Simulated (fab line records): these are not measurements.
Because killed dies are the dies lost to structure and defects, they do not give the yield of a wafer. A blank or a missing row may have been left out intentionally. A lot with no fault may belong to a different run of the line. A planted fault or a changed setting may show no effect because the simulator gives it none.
Which tool did it?	flow sky130	36 wafers from 12 lots sampled at 6 of the route's 708 steps

WHAT THE GAUGES SHOWED, per wafer
SKY_FIELD_ISO_THK_MEAS_25.
lot	measured	on	FIELD_ISO_CVD_24_THK (nm)
L391	day 2 11:55	film metro-04	592 596 599
L392	day 2 16:49	film metro-01	596 605 594
L394	day 3 05:19	film metro-01	598 600 593
L396	day 3 14:12	film metro-02	586 596 583
L402	day 4 22:24	film metro-02	590 706 596
L403	day 5 03:58	film metro-04	705 596 712
L404	day 5 09:28	film metro-04	592 588 591
L405	day 5 14:53	film metro-02	598 590 593
L406	day 5 20:56	film metro-02	612 605 608
L409	day 6 13:10	film metro-02	593 594 595
L412	day 7 06:08	film metro-02	584 587 593
L413	day 7 08:56	film metro-04	595 590 589

SKY_PWDE_OVL_MEAS_07.
lot	measured	on	PWDE_OVL (nm)
L391	day 4 00:57	overlay-01	-0.4 0.0 0.0
L392	day 4 05:58	overlay-02	0.3 1.7 -2.4
L394	day 4 19:07	overlay-01	-0.7 -0.4 -1.6
L396	day 5 06:01	overlay-02	0.0 -0.9 -2.5
L402	day 6 14:31	overlay-02	-0.6 -2.7 0.2
L403	day 6 20:39	overlay-01	-0.6 -0.5 -1.0
L404	day 7 04:47	overlay-02	-1.3 0.1 0.5
L405	day 7 10:34	overlay-02	-1.9 -0.3 -0.1
L406	day 7 23:39	overlay-01	-0.8 0.2 -1.3
L409	day 8 15:45	overlay-01	1.4 -0.7 -0.3
L412	day 9 05:43	overlay-01	-2.3 -1.1 -2.6
L413	day 9 07:41	overlay-01	0.6 2.6 -0.2

SKY_GATE_OXIDE_OVL_MEAS_10.
lot	measured	on	GATE_OXIDE_OVL (nm)
L391	day 13 21:08	overlay-01	0.9 -0.1 -0.7
L392	day 15 23:08	overlay-02	-0.4 -0.4 0.2
L394	day 16 02:36	overlay-02	-2.0 -2.8 -0.8
L396	day 16 03:51	overlay-01	-1.1 -0.8 0.1
L402	day 17 16:14	overlay-02	0.9 -0.8 0.4
L403	day 18 02:56	overlay-01	-0.8 1.1 -0.4
L404	day 18 13:28	overlay-01	-0.9 -0.6 -1.8
L405	day 19 03:08	overlay-01	-0.1 -1.9 0.4
L406	day 19 18:52	overlay-02	-1.9 -1.0 -3.8
L409	day 20 23:07	overlay-01	-0.7 1.6 -1.1
L412	day 21 17:23	overlay-01	-0.5 -1.2 0.5
L413	day 21 18:11	overlay-02	1.3 1.5 1.7

EACH LOT AND THE TOOL THAT RAN IT (in order: tool; ch and the chambers of the sampled wafers; start)
lot	SKY_FIELD_ISO_CVD_24	SKY_FIELD_ISO_CMP_27	SKY_VT_ADJUST_HVTP_STRIP_10
L391	hdpcvd-01 ch 0,1,2, day 2 11:51	cmp-01 ch 1,2,3, day 2 14:41	plasma asher-01 ch 0,1, day 6 07:57
L392	hdpcvd-02 ch 0,1, day 2 16:44	cmp-02 ch 0,1,3, day 2 19:41	plasma asher-03 ch 0,1, day 6 12:35
L394	hdpcvd-01 ch 0,1,2, day 3 05:14	cmp-02 ch 1,2,3, day 3 07:01	plasma asher-02 ch 0,1, day 7 02:25
L396	hdpcvd-02 ch 0,1,2, day 3 14:07	cmp-02 ch 0,3, day 3 17:04	plasma asher-01 ch 0, day 7 14:45
L402	hdpcvd-01 ch 0,1,2, day 4 22:19	cmp-01 ch 0,2,3, day 5 00:02	plasma asher-01 ch 0,1, day 9 03:14
L403	hdpcvd-01 ch 0,1,2, day 5 03:53	cmp-02 ch 0,1,3, day 5 05:35	plasma asher-03 ch 0,1, day 9 11:09
L404	hdpcvd-02 ch 0,2, day 5 09:23	cmp-02 ch 0,1,3, day 5 12:21	plasma asher-02 ch 0,1, day 9 21:00
L405	hdpcvd-02 ch 0,1, day 5 14:47	cmp-01 ch 0,2,3, day 5 17:53	plasma asher-01 ch 0,1, day 10 04:02
L406	hdpcvd-02 ch 0,1,2, day 5 20:52	cmp-02 ch 0,1,2, day 6 03:55	plasma asher-02 ch 0,1, day 10 18:19
L409	hdpcvd-02 ch 1,2, day 6 13:06	cmp-01 ch 0,1,3, day 6 19:55	plasma asher-01 ch 0, day 11 12:31
L412	hdpcvd-02 ch 0,1, day 7 05:59	cmp-01 ch 0,1,2, day 7 08:34	plasma asher-02 ch 0,1, day 12 04:00
L413	hdpcvd-02 ch 0,1,2, day 7 08:52	cmp-02 ch 0,1,2, day 7 10:33	plasma asher-02 ch 0,1, day 12 06:21
- SKY_FIELD_ISO_CVD_24: deposits SiO2, target thk 595 nm, time 99.2 s.
- SKY_FIELD_ISO_CMP_27: polishes, stops on Si3N4, t overpolish 16 s, target thk 457.8 nm.
- SKY_VT_ADJUST_HVTP_STRIP_10: strips in O2/N2.

AS READ BY THE TOOLS THEMSELVES (means over the sampled wafers that have a number; for cases with no such wafer, the mark the record gives instead)
SKY_FIELD_ISO_CVD_24.
lot	tool	sih4 flow sccm (sccm)
L391	hdpcvd-01	60.15
L392	hdpcvd-02	59.90
L394	hdpcvd-01	60.04
L396	hdpcvd-02	60.01
L402	hdpcvd-01	60.01
L403	hdpcvd-01	60.07
L404	hdpcvd-02	59.91
L405	hdpcvd-02	59.96
L406	hdpcvd-02	59.93
L409	hdpcvd-02	59.95
L412	hdpcvd-02	59.90
L413	hdpcvd-02	59.98

SKY_FIELD_ISO_CMP_27.
lot	tool	motor current A (A)	time to endpoint s (s)
L391	cmp-01	14.2	116
L392	cmp-02	11.0	108
L394	cmp-02	12.0	114
L396	cmp-02	10.9	111
L402	cmp-01	13.4	116
L403	cmp-02	11.4	122
L404	cmp-02	11.3	111
L405	cmp-01	13.7	110
L406	cmp-02	11.6	109
L409	cmp-01	13.3	112
L412	cmp-01	13.5	111
L413	cmp-02	11.2	109

SKY_VT_ADJUST_HVTP_STRIP_10.
lot	tool	drypump motor current A (A)	oes product au (a.u.)	strip time to endpoint s (s)
L391	plasma asher-01	5.9	0.719	14.21
L392	plasma asher-03	5.8	0.718	14.22
L394	plasma asher-02	5.3	0.717	14.15
L396	plasma asher-01	4.9	0.717	14.21
L402	plasma asher-01	5.9	0.714	14.14
L403	plasma asher-03	5.7	0.715	14.21
L404	plasma asher-02	5.6	0.717	14.18
L405	plasma asher-01	5.4	0.714	14.27
L406	plasma asher-02	5.6	0.713	14.24
L409	plasma asher-01	4.9	0.712	14.26
L412	plasma asher-02	5.3	0.717	14.18
L413	plasma asher-02	5.5	0.714	14.24

THE ANSWER, worked out from the rows above alone
Rule: the usual values come from the lots themselves. Put in order of their means at a reading, lots are off if they are a third of the lots or fewer, leave a main group of 4 or more, and stand apart from it by a gap of 3 or more times the standard deviation of the main group's means; of several such gaps the widest counts. A main group is skipped when, at the precision printed for the reading in the tables above, its means are all equal. A lot without any number at a reading at which 4 lots or more have one is off too. All remaining lots with rows at the step are treated as sound. Order of review: gauges by route order, followed by the tools' own readings, for which a lot's mean as printed above is used. At the first step where some lot is off, the reading lying furthest off is the one used; lots without a number count as furthest.
Off: L402, L403, seen at SKY_FIELD_ISO_THK_MEAS_25 (FIELD_ISO_CVD_24_THK). For the main group the mean is 594 nm and the standard deviation 5.7.
A tool fits if, at a process step before that reading, it ran every lot that is off, and no sound lot after the first of them. Gauges at SKY_FIELD_ISO_THK_MEAS_25: tried the same way as those tools. One fits: hdpcvd-01 at SKY_FIELD_ISO_CVD_24. A fault onset in the window from L394 (day 3 05:14, its last sound lot) to L402 (day 4 22:19, its first lot off) fits.

WHAT HAD BEEN PUT IN BY THE SIMULATOR
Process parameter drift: hdpcvd-01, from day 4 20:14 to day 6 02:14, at SKY_FIELD_ISO_CVD_24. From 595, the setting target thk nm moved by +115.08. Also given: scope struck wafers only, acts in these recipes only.
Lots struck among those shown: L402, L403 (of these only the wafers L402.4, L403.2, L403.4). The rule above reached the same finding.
